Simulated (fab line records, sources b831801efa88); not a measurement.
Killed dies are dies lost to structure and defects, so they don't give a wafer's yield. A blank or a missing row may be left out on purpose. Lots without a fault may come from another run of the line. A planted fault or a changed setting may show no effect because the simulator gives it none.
Which tool did it? | flow sky130 | 7 lots, 18 wafers sampled, at 1 step of a route of 708

WHAT THE GAUGES READ, wafer by wafer
SKY_SONOS_TUNNEL_TW_MEAS_12.
lot  | measured     | on            | SONOS_TUNNEL_TW
L239 | day 12 08:50 | film_metro-01 | 196.5 195.1 194.9
L241 | day 12 19:04 | film_metro-03 | 197.9
L243 | day 13 09:40 | film_metro-03 | 197.6 198.2
L251 | day 15 23:29 | film_metro-03 | 197.5 198.4 198.1
L255 | day 17 04:50 | film_metro-02 | 197.4 197.6 195.8
L258 | day 18 07:14 | film_metro-02 | 192.5 194.0 195.0
L259 | day 18 18:14 | film_metro-02 | 194.2 193.8 192.9

WHICH TOOL RAN EACH LOT (tool, then ch and the chambers of the sampled wafers, then the start)
The record holds no process step before these readings.

THE ANSWER, worked out from the rows above alone
Rule: what is usual is taken from the lots themselves. Put in order of their means at a reading, lots are off if they are a third of the lots or fewer, leave a main group of 4 or more, and stand apart from it by a gap of 3 or more times the standard deviation of the main group's means; of several such gaps the widest counts. A main group whose means are all the same, to the digits that the tables above print for the reading, isn't used. A lot without any number at a reading at which 4 lots or more have one is off too. The other lots that the step has rows for count as sound.
No lot is off at any reading shown: from this, nothing can be told.

WHAT THE SIMULATOR HAD PUT IN
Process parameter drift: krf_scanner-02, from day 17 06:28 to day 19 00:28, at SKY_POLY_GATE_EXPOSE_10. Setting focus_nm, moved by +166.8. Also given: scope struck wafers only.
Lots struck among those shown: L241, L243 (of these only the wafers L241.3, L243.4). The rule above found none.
